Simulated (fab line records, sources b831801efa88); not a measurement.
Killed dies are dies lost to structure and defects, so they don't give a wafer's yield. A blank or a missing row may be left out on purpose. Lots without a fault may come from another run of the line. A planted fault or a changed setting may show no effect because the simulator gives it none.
Tool commonality check | flow sky130 | 11 lots, 39 wafers sampled

WHY IT WAS OPENED
At SKY_VT_ADJUST_HVTR_TW_MEAS_11 the reading VT_ADJUST_HVTR_TW is flagged on 2 of 11 lots. Wafers without a fault read 209.8, standard deviation 1.9.
Rule: a lot is flagged when every wafer of it that has a number lies more than 4 standard deviations from that mean, or none has a number. The other lots count as sound.

lot  | measured     | on            | VT_ADJUST_HVTR_TW, wafer by wafer | flag
L805 | day 9 12:26  | film_metro-02 | 206.5 206.7 206.9                 |
L806 | day 9 12:46  | film_metro-02 | 207.4 206.7 207.0                 |
L812 | day 11 20:57 | film_metro-01 | 212.1 211.2 211.2                 |
L816 | day 13 00:04 | film_metro-01 | 30.0 30.1 30.0 29.9 30.1 29.9     | FLAGGED
L817 | day 13 05:21 | film_metro-01 | 30.0 30.2 30.1 29.9 29.7 30.0     | FLAGGED
L818 | day 13 15:18 | film_metro-02 | 207.9 208.4 207.6                 |
L820 | day 14 06:23 | film_metro-03 | 210.9 210.7 210.6                 |
L819 | day 14 07:02 | film_metro-02 | 206.1 206.1 207.0                 |
L822 | day 14 19:17 | film_metro-01 | 212.1 212.1 211.6                 |
L823 | day 14 22:16 | film_metro-01 | 211.1 212.7 213.4                 |
L828 | day 16 17:49 | film_metro-03 | 210.0 209.6 210.8                 |
The numbers of the flagged lots are 30.0 on average: -179.8 against the usual, or -95 standard deviations.

WHICH TOOL RAN EACH LOT
The record holds 2 process steps before the reading, out of a route of 708 steps. In each cell: the tool, then ch and the chambers that the sampled wafers went through, then the start.
lot  | flag    | SKY_VT_ADJUST_NCORE_STRIP_10         | SKY_VT_ADJUST_HVTR_STRIP_10
L805 |         | plasma_asher-03 ch 0,1, day 8 14:42  | plasma_asher-01 ch 0,1, day 9 12:20
L806 |         | plasma_asher-01 ch 0,1, day 8 15:07  | plasma_asher-04 ch 0,1, day 9 12:41
L812 |         | plasma_asher-04 ch 0,1, day 10 21:04 | plasma_asher-01 ch 0,1, day 11 20:50
L816 | FLAGGED | plasma_asher-01 ch 0,1, day 11 23:25 | plasma_asher-02 ch 0,1, day 12 23:59
L817 | FLAGGED | plasma_asher-01 ch 0,1, day 12 03:33 | plasma_asher-01 ch 0,1, day 13 05:14
L818 |         | plasma_asher-01 ch 0,1, day 12 14:13 | plasma_asher-02 ch 0,1, day 13 15:12
L820 |         | plasma_asher-01 ch 0,1, day 13 04:26 | plasma_asher-04 ch 0,1, day 14 06:17
L819 |         | plasma_asher-03 ch 0,1, day 13 04:42 | plasma_asher-02 ch 1, day 14 06:56
L822 |         | plasma_asher-01 ch 0,1, day 13 17:40 | plasma_asher-01 ch 0,1, day 14 19:10
L823 |         | plasma_asher-01 ch 0,1, day 13 19:37 | plasma_asher-02 ch 0,1, day 14 22:11
L828 |         | plasma_asher-01 ch 0,1, day 15 12:49 | plasma_asher-04 ch 0,1, day 16 17:44
What these steps do:
- SKY_VT_ADJUST_NCORE_STRIP_10: strips in O2/N2.
- SKY_VT_ADJUST_HVTR_STRIP_10: strips in O2/N2.
- SKY_VT_ADJUST_HVTR_TW_MEAS_11

FLAGGED OVER TOTAL, TOOL BY TOOL (the gauges that took the reading come last)
step                          | tool            | lots run | flagged | share of the flagged lots | sound lots run after its first flagged lot
SKY_VT_ADJUST_NCORE_STRIP_10  | plasma_asher-01 | 8        | 2       | all                       | 5 (L818,L820,L822,L823,L828)
SKY_VT_ADJUST_NCORE_STRIP_10  | plasma_asher-03 | 2        | 0       | none                      | -
SKY_VT_ADJUST_NCORE_STRIP_10  | plasma_asher-04 | 1        | 0       | none                      | -
SKY_VT_ADJUST_HVTR_STRIP_10   | plasma_asher-01 | 4        | 1       | some                      | 1 (L822)
SKY_VT_ADJUST_HVTR_STRIP_10   | plasma_asher-02 | 4        | 1       | some                      | 3 (L818,L819,L823)
SKY_VT_ADJUST_HVTR_STRIP_10   | plasma_asher-04 | 3        | 0       | none                      | -
SKY_VT_ADJUST_HVTR_TW_MEAS_11 | film_metro-01   | 5        | 2       | all                       | 2 (L822,L823)
SKY_VT_ADJUST_HVTR_TW_MEAS_11 | film_metro-02   | 4        | 0       | none                      | -
SKY_VT_ADJUST_HVTR_TW_MEAS_11 | film_metro-03   | 2        | 0       | none                      | -

WHAT THE TABLE ALLOWS
2 rows of the table ran every flagged lot: plasma_asher-01 at SKY_VT_ADJUST_NCORE_STRIP_10, film_metro-01 at SKY_VT_ADJUST_HVTR_TW_MEAS_11.
- plasma_asher-01 at SKY_VT_ADJUST_NCORE_STRIP_10: 2 of its 8 lots flagged. Sound lots ran on it after the first flagged one (L818, L820, L822, L823, L828), which a lasting fault on the whole tool wouldn't allow. On the flagged lots its readings are blank where sound lots have values: chamber_pressure_mTorr, drypump_motor_current_A, oes_product_au, strip_time_to_endpoint_s.
- film_metro-01 at SKY_VT_ADJUST_HVTR_TW_MEAS_11: 2 of its 5 lots flagged. Sound lots ran on it after the first flagged one (L822, L823), which a lasting fault on the whole tool wouldn't allow.
No row of the table ran every flagged lot and no sound lot after the first.

WHAT THE SIMULATOR HAD PUT IN
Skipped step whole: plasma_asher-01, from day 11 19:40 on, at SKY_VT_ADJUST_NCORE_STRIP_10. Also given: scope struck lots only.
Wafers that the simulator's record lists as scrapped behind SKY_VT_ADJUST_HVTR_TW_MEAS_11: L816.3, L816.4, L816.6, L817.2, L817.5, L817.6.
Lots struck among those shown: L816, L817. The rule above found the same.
